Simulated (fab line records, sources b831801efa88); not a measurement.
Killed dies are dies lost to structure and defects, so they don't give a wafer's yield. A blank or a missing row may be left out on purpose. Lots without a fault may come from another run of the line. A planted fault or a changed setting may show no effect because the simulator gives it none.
fab line records | flow sfq_line
record lots=14 wafers=42 last_day=97
route steps=325 shown I4@174
lots that met no fault: from a run of the same line without faults
start_h: hours from the record's first day to the start of the lot's first wafer shown | wait_h: hours since the lot's step before | " the same as in the row above | L1.1+2: a row that stands for several wafers | - no value, or no start given | * or withheld: withheld | < > ~ a bound
route shown NAME@n: a module of which the file shows steps, and the number in the route of the first | usual: mean/standard deviation of fault-free wafers | same: alike in all rows | chamber/n: place in a boat | sites: the reading at each site | _std_site: their standard deviation | _edge_site: outer sites' mean less inner sites' | radius_mm: how far each site lies from the wafer's centre | mask NAME#n: copy n | behind: the tool/chamber that last shaped the wafer | hold: why the lot was held/for how many hours/how that ended | device: the transistor (n, p or np) that didn't switch | end of line: the same wafers' tests at the end of the route | a step without rows: its recipe alone | killed: dies lost to structure and defects at the first sort, not the wafer's yield | map: a wafer's dies, x killed, . not, _ none there
set.NAME: the setting as run; set.NAME@STEP: as run at that earlier step | model.NAME: the simulator's own value behind a step, which no gauge read
steps of the route over a sample of lots; a table a step, a row a wafer
services: from which hour (start_h, from the record's first day; less than 0 if before it) a tool's chamber was out of use, for how many hours, and why
## steps
# step SFQ_TRILAYER_I4_VIA_BARC_OPEN_VIA_ETCH_146
# recipe mask_material=PR chemistry=O2 target_depth_nm=125 target=BARC source_w=500 bias_w=80 pressure_mtorr=30 time_s=41.7
# usual drypump_motor_current_A=5.8/0.58 oes_product_au=0.685/0.0047 rf_fwd_power_W=493.9/2.1
# columns lot.wafer tool chamber start_h wait_h drypump_motor_current_A oes_product_au rf_fwd_power_W rf_hours_counter_h
L345.1 rie_diel-01 0 1426.41 0.0 6.3 0.692 491.5 4
L345.2 " 2 " " 5.6 0.679 494.6 10
L345.5 " 2 " " 5.6 0.689 496.1 -
L346.1 rie_diel-03 3 1433.61 0.0 4.8 0.688 496.0 15
L346.5 " 3 " " 4.8 0.687 496.0 -
L346.6 " 0 " " 5.7 0.684 494.5 -
L347.2 rie_diel-01 1 1437.21 0.0 6.2 0.679 493.5 12
L347.3 " 2 " " 5.6 0.675 492.1 11
L347.6 " 3 " " 5.8 0.682 495.4 -
L352.3 rie_diel-03 1 1496.57 0.0 6.3 0.688 691.1 6
L352.4 " 3 " " 4.8 0.694 494.1 15
L352.5 " 0 " " 5.7 0.685 496.0 -
L353.1 rie_diel-03 0 1500.17 0.0 5.6 0.692 496.2 7
L353.2 " 1 " " 6.3 0.689 689.8 6
L353.3 " 3 " " 4.8 0.688 489.1 16
L355.3 rie_diel-01 2 1513.37 0.0 5.6 0.691 491.0 12
L355.4 " 1 " " 6.3 0.684 494.8 13
L355.5 " 1 " " 6.3 0.686 493.9 -
L358.1 rie_diel-03 2 1575.01 0.0 6.4 0.687 491.8 0
L358.3 " 1 " " 6.3 0.676 489.7 8
L358.6 " 1 " " 6.3 0.692 490.8 -
L360.3 rie_diel-01 3 1577.41 0.0 5.8 0.680 493.2 16
L360.5 " 1 " " 6.3 0.682 495.4 -
L360.6 " 0 " " 6.3 0.694 491.9 -
L361.3 rie_diel-03 3 1578.61 0.0 4.8 0.691 494.6 17
L361.4 " 1 " " 6.4 0.692 490.2 8
L361.5 " 2 " " 6.4 0.687 494.7 -
L362.1 rie_diel-04 1 1579.81 0.0 5.4 0.685 495.3 5
L362.3 " 2 " " 6.4 0.689 491.0 12
L362.4 " 0 " " 5.7 0.683 498.3 17
L363.2 rie_diel-01 1 1581.01 0.0 6.3 0.684 493.4 15
L363.5 " 1 " " 6.3 0.676 493.4 -
L363.6 " 0 " " 6.3 0.678 490.7 -
L364.3 rie_diel-03 0 1582.21 0.0 5.7 0.685 491.8 9
L364.4 " 2 " " 6.4 0.678 493.1 0
L364.5 " 0 " " 5.6 0.683 491.8 -
L365.2 rie_diel-04 1 1583.41 0.0 5.4 0.686 496.7 6
L365.3 " 0 " " 5.7 0.675 495.4 17
L365.4 " 2 " " 6.4 0.688 494.0 12
L367.1 rie_diel-03 2 1585.81 0.0 6.4 0.683 492.4 1
L367.4 " 3 " " 4.8 0.674 494.5 17
L367.6 " 0 " " 5.6 0.689 489.6 -
## services
# columns tool chamber start_h hours kind
rie_diel-01 - 1417.25 0.4 repair
rie_diel-03 3 1469.49 1.9 repair
rie_diel-04 1 1488.43 8.9 repair
rie_diel-04 3 1491.11 2.4 repair
rie_diel-04 2 1524.39 11.1 repair
rie_diel-03 2 1543.74 - clean
rie_diel-03 2 1543.74 22.3 scheduled_down
rie_diel-03 2 1543.74 22.3 vent_cycle
## key
first_sign step=SFQ_TRILAYER_I4_VIA_BARC_OPEN_VIA_ETCH_146 reading=rf_fwd_power_W direction=up sigmas=93 usual=493.9 struck=690.4
effect none on later readings
met_at SFQ_TRILAYER_I4_VIA_BARC_OPEN_VIA_ETCH_146
struck_lots L352,L353
struck_wafers L352.3,L353.2
fault kind=process_parameter_drift tool=rie_diel-03 chamber=1 onset_h=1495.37 steps=SFQ_TRILAYER_I4_VIA_BARC_OPEN_VIA_ETCH_146 channel=source_w offset=200 shape=step end_h=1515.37 acts_in=these_recipes_only stated=500
